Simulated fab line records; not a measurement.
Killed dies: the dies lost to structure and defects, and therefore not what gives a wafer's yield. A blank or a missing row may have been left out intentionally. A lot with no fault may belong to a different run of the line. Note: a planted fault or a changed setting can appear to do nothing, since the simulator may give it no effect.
One fault through the eyes of 2 desks :: flow sky130 :: what lay behind the numbers comes last; until then each desk has only its own

FROM THE METROLOGY DESK
Means of the sampled wafers that have a number, per lot and without regard to the tool the lot ran on: this is what the gauges read. If a lot's mean is further than 4 standard deviations from the usual mean, the lot is out of limits and carries the mark OUT (the distance appears in the brackets).
Columns: A = SONOS_TUNNEL_OVL at SKY_SONOS_TUNNEL_OVL_MEAS_08, usual 0.5 nm; B = POLY_GATE_OVL at SKY_POLY_GATE_OVL_MEAS_14, usual -4 nm
lot: L313
first seen here: day 11 18:26
A: 1.2
B: -2

lot: L314
first seen here: day 12 02:17
A: 1.8
B: -4

lot: L316
first seen here: day 12 15:17
A: -1.3
B: -1

lot: L317
first seen here: day 13 00:20
A: -0.4
B: -1

lot: L318
first seen here: day 13 12:42
A: 1.1
B: -6

lot: L327
first seen here: day 16 04:46
A: -0.3
B: -9

lot: L329
first seen here: day 17 04:35
A: -0.4
B: -11

lot: L330
first seen here: day 17 14:22
A: 2.8
B: -1

lot: L331
first seen here: day 17 17:44
A: -2.0
B: -5

lot: L333
first seen here: day 18 13:41
A: -0.8
B: -5

lot: L334
first seen here: day 18 21:55
A: 1.4
B: -9

lot: L335
first seen here: day 19 03:56
A: -0.6
B: -1
This desk's verdict: no lot among the 12 shows anything out of limits.

THE TOOL OWNER'S DESK: rie_si-02
The tool's own readings at SKY_POLY_GATE_ETCH_17 (etches poly-Si in HBr/Cl2, stops on SiO2, target depth 180 nm, time 70.5 s): means of the sampled wafers that have a number, for each lot that ran on this tool. If a lot's mean is further than 4 standard deviations from the usual mean, the lot is out of limits and carries the mark OUT (the distance appears in the brackets).
Columns: A = drypump_motor_current_A at SKY_POLY_GATE_ETCH_17, usual 5.86 A; B = oes_product_au at SKY_POLY_GATE_ETCH_17, usual 0.988 a.u.; C = run_length_s at SKY_POLY_GATE_ETCH_17, usual 98.6 s; D = throttle_valve_pct at SKY_POLY_GATE_ETCH_17, usual 33.684 %
lot: L313
first seen here: day 16 16:29
A: 6.21
B: 0.978
C: 98.7
D: 33.689

lot: L314
first seen here: day 17 06:42
A: 6.00
B: 0.985
C: 98.9
D: 33.686

lot: L316
first seen here: day 17 18:19
A: 6.04
B: 0.975
C: 95.8 (-6.4) OUT
D: 33.682

lot: L317
first seen here: day 18 10:35
A: 6.18
B: 0.995
C: 93.4 (-12) OUT
D: 33.679

lot: L318
first seen here: day 18 20:35
A: 5.86
B: 0.984
C: 95.4 (-7.2) OUT
D: 33.687

lot: L327
first seen here: day 22 05:03
A: 5.85
B: 0.983
C: 98.3
D: 33.674

lot: L329
first seen here: day 22 20:24
A: 6.03
B: 0.987
C: 98.8
D: 33.681

lot: L331
first seen here: day 23 10:36
A: 6.04
B: 0.987
C: 98.5
D: 33.679

lot: L333
first seen here: day 24 06:45
A: 6.21
B: 0.998
C: 99.0
D: 33.679

lot: L335
first seen here: day 24 22:41
A: 6.00
B: 0.988
C: 98.4
D: 33.698
This desk's verdict: out of limits on L316, L317, L318, starting with L316 at day 17 18:19 (run_length_s at SKY_POLY_GATE_ETCH_17). Within limits: L313, L314, L327, L329, L331, L333, L335.

BROUGHT TOGETHER
On L316, L317, L318, at day 17 18:19, an alarm was possible from the tool owner's desk.
The metrology desk saw nothing out of limits.
The metrology desk holds a record of L316, L317, L318, inside its limits.
SKY_POLY_GATE_ETCH_17 was run on rie_si-02 by each of the lots named.

WHAT WAS PUT IN BY THE SIMULATOR
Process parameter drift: rie_si-02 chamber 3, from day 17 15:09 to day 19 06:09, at SKY_POLY_GATE_ETCH_17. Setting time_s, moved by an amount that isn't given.
Struck lots among those shown: L316, L317, L318.
Hours from the fault's start to each desk's first reading out of limits: the tool owner's desk, 3.
